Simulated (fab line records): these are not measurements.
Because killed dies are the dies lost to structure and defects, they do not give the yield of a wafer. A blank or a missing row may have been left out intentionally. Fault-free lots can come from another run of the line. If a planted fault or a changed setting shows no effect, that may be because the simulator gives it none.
What tool caused it? / flow sky130 / 12 lots (36 wafers sampled), 1 step of a 708-step route

== WHAT THE GAUGES READ, wafer by wafer ==
SKY_VT_ADJUST_HVTR_CD_MEAS_07: the cd target is 380 nm.
lot=L075; measured=day 9 20:31; on=cd-sem-02; cd-nm (nm)=379.8 376.8 377.2
lot=L077; measured=day 10 11:43; on=cd-sem-02; cd-nm (nm)=377.8 380.6 379.9
lot=L079; measured=day 10 21:43; on=cd-sem-02; cd-nm (nm)=380.7 381.2 379.5
lot=L081; measured=day 11 16:47; on=cd-sem-02; cd-nm (nm)=379.7 380.5 378.7
lot=L083; measured=day 12 01:01; on=cd-sem-01; cd-nm (nm)=377.3 378.2 377.8
lot=L085; measured=day 12 21:25; on=cd-sem-02; cd-nm (nm)=383.2 386.4 384.7
lot=L087; measured=day 13 08:37; on=cd-sem-02; cd-nm (nm)=379.3 375.4 376.8
lot=L089; measured=day 14 05:40; on=cd-sem-02; cd-nm (nm)=381.9 381.8 383.6
lot=L091; measured=day 14 14:32; on=cd-sem-01; cd-nm (nm)=382.7 381.6 381.6
lot=L093; measured=day 15 06:22; on=cd-sem-02; cd-nm (nm)=384.0 383.5 383.6
lot=L095; measured=day 16 02:14; on=cd-sem-01; cd-nm (nm)=382.0 379.6 382.2
lot=L097; measured=day 16 19:14; on=cd-sem-01; cd-nm (nm)=380.0 379.2 379.7

== TOOL THAT RAN EACH LOT (tool first, then ch and the chambers of the sampled wafers, then the start) ==
There is no process step in the record ahead of these readings.

== THE ANSWER, worked out from the rows above alone ==
Rule: what is usual is taken from the lots themselves. Put in order of their means at a reading, lots are off if they are a third of the lots or fewer, leave a main group of 4 or more, and stand apart from it by a gap of 3 or more times the standard deviation of the main group's means; of several such gaps the widest counts. Not used: any main group whose means are identical at the precision the tables above print for the reading. Also off: a lot with no number at a reading for which 4 or more lots have one. The other lots that the step has rows for count as sound.
Across all readings shown, no lot is off: no conclusion can be drawn from this.

== WHAT HAD BEEN PUT IN BY THE SIMULATOR ==
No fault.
